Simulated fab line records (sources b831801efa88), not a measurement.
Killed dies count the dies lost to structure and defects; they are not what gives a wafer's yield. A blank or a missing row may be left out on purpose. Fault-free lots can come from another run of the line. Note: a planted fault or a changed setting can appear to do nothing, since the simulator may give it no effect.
Matching of chambers	flow gf180mcu	4 sister chambers for GF_V5_CMP_04 on cmp-02
The step polishes SiO2. 8 wafers are shown with their chamber, then 9 later ones without.

== WAFERS WITH THEIR CHAMBER ==
wafer	chamber	motor-current-A (A)	retaining-ring-pressure-frac
L792.3	3	13.0	0.998
L792.4	0	12.8	1.000
L794.1	3	12.6	1.004
L794.2	0	13.9	0.987
L794.5	1	12.1	1.005
L795.1	1	11.9	0.992
L795.2	2	12.3	1.001
L795.6	2	12.5	1.002

== WAFERS WHOSE CHAMBER IS MISSING ==
wafer	motor-current-A (A)	retaining-ring-pressure-frac
L797.1	12.0	1.010
L797.2	13.0	0.996
L797.3	12.3	1.000
L801.1	12.4	1.005
L801.4	11.6	0.997
L801.5	12.1	1.001
L804.1	12.6	0.998
L804.2	11.9	0.997
L804.4	13.2	1.002

== CHAMBER TAKEN BY EACH ==
wafer	from the rows above	in truth
L797.1	can't be placed: 2 or 1 or 3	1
L797.2	can't be placed: 3 or 0 or 2 or 1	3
L797.3	can't be placed: 2 or 1 or 3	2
L801.1	can't be placed: 2 or 3 or 1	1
L801.4	can't be placed: 1 or 2 or 3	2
L801.5	can't be placed: 1 or 2 or 3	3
L804.1	can't be placed: 3 or 2 or 1 or 0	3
L804.2	can't be placed: 1 or 2 or 3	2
L804.4	can't be placed: 3 or 0 or 2 or 1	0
0 of 9 placed correctly. Can't be placed from these rows: 9 (the true chamber is among the candidates in 9). Number placed wrongly: 0.
How it was worked out, from the rows above alone: a wafer's distance from a chamber is the root of the sum, over the readings, of the square of ((its reading less the chamber's mean) divided by the reading's scatter). If the next closest chamber is less than 2 further off than the closest, the wafer can't be placed; otherwise it belongs to the closest. For every chamber, the mean is computed from those of its wafers that are shown. The scatter: the root of (the sum of the squares of (reading less its chamber's mean) over the shown wafers, divided by (wafers less chambers)).
